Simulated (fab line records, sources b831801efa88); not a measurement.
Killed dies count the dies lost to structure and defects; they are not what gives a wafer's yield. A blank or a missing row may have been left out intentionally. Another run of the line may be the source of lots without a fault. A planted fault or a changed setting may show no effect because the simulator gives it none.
One fault through the eyes of 2 desks | flow sky130 | each desk has only its own numbers; what lay behind them comes last

AT THE TOOL OWNER'S DESK: pvdSputter-02
At SKY_METAL2_SPUTTER_04 (material TiN, target thk 70 nm, time 58.3 s) the tool's own readings: per lot run on this tool, the mean of the sampled wafers that have a number. The brackets show how far a lot's mean lies from the usual mean; more than 4 standard deviations puts the lot out of limits, marked OUT.
Columns: A = throttleValvePct at SKY_METAL2_SPUTTER_04, usual 29.7 %
lot  | first seen here | A
L701 | day 35 21:57    | 29.6
L709 | day 37 20:32    | 29.7
L711 | day 38 11:09    | 29.2
This desk's verdict: no lot among the 3 shows anything out of limits.

AT THE METROLOGY DESK
Lot by lot, what the gauges showed, no matter which tool ran the lot: averages of those sampled wafers that carry a number. The brackets show how far a lot's mean lies from the usual mean; more than 4 standard deviations puts the lot out of limits, marked OUT.
Columns: A = METAL2_ALCU_RS at SKY_METAL2_RS_MEAS_05, usual 0.1261 ohm/sq; B = METAL2_ALCU_THK at SKY_METAL2_THK_MEAS_06, usual 256 nm
lot  | first seen here | A      | B
L698 | day 34 15:31    | 0.1256 | 256
L701 | day 35 22:01    | 0.1257 | 257
L709 | day 37 20:35    | 0.1245 | 241 (-4.8) OUT
L711 | day 38 11:12    | 0.1239 | 240 (-5.2) OUT
L712 | day 39 22:14    | 0.1268 | 254
L714 | day 39 23:50    | 0.1262 | 253
L715 | day 40 02:43    | 0.1263 | 255
L716 | day 40 04:43    | 0.1247 | 257
L717 | day 40 09:22    | 0.1260 | 257
L719 | day 40 21:11    | 0.1252 | 256
This desk's result: L709, L711 out of limits, first on L709 (METAL2_ALCU_THK at SKY_METAL2_THK_MEAS_06), day 38 01:34. L698, L701, L712, L714, L715, L716, L717, L719 stayed within limits.

ALL TOGETHER
The metrology desk could have raised an alarm at day 38 01:34, on L709, L711.
The desk of the tool owner found nothing out of limits.
Tool owner's desk: L709, L711 on record, inside its limits.
On pvdSputter-02, each named lot ran SKY_METAL2_SPUTTER_04.

WHAT THE SIMULATOR HAD PUT IN
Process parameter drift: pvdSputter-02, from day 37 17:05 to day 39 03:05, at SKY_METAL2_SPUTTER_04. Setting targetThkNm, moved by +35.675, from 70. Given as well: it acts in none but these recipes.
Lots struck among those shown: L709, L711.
Delay in hours, fault start to first out-of-limits reading, per desk: metrology desk 8.
